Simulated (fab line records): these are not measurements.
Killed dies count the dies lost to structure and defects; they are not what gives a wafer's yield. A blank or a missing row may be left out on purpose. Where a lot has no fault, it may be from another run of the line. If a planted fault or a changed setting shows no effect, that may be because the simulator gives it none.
Problem report in the 8D (eight disciplines) form, filled by code || flow sky130 || the parts of the form that need people (team, actions taken, sign-off) are left out

## 1. THE PROBLEM
Mean of run length s at SKY_VIA1_SOFTBAKE_08: 123.59 s across 6 wafers in 2 lots; on wafers with no fault it is 119.10 s (standard deviation 0.27). That puts it +17 standard deviations away from the usual mean.
The step: time 90 s.
The first sign was on wafer L381.2 at day 35 04:00, on litho track-04. The record holds 39 wafers of 13 lots with a number at this step. Rule for "out" (also "out of limits"): further than 4 standard deviations from the usual mean. The rest of the wafers with a number are treated as sound.

## 2. WHAT THIS IS AND IS NOT
{"question": "which readings at this step", "is": "run length s", "is not": "-"}
{"question": "which lots", "is": "L381, L382", "is not": "L380, L386, L391, L392, L393, L394, L395, L398, L400, L401, L402"}
{"question": "which wafers of those lots", "is": "all that have a number", "is not": "-"}
{"question": "read on which tools", "is": "litho track-04", "is not": "litho track-01, litho track-03"}
{"question": "when", "is": "from day 35 04:00", "is not": "up to then (3 sound wafers); but 30 sound wafers of L386, L391, L392, L393, L394, L395, L398, L400, L401, L402 came after"}

## 3. SUSPECTS, AND WHAT RULES EACH OUT
Counting: a tool at any process step up to the reading remains a suspect when it ran all the lots that are out and ran no sound lot after the first of those.
- litho track-04 at SKY_VIA1_SOFTBAKE_08 (time 90 s): ruled out as a lasting fault. After its first lot that is out, L381 (day 35 04:00), sound lots L394, L400, L402 ran on it.
Left after counting: nothing in the record.

## 4. THE CAUSE (what the simulator had put in)
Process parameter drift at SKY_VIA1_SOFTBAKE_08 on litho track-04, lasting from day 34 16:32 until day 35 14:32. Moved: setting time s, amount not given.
Counting ruled it out, wrongly.

## 5. SEQUENCE OF EFFECTS, ordered by route
One row per reading whose mean, taken over the struck wafers that have a number, lies over 3 standard deviations from the usual. Only readings whose record carries a usual standard deviation are examined. hours: median over the lots of the time between each lot's start at the first step of this table that gives one and its start at this step. sigmas: the change, counted in usual standard deviations.
{"hours": 0, "step": "SKY_VIA1_SOFTBAKE_08", "reading": "run length s", "usual": "119.10 s", "on struck wafers": 123.59, "change": "+4.50", "sigmas": "+17"}
Process steps it contains:
- SKY_VIA1_SOFTBAKE_08: time 90 s.
At these later measuring or inspecting steps, every struck wafer for which the step has a row has a number for every such reading, and none has moved that far: SKY_VIA1_OVL_MEAS_13.

## 6. HOW IT WOULD HAVE BEEN CAUGHT EARLIER
First out-of-limits reading in this record: day 35 04:00, which is 11 hours after fault onset at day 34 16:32.
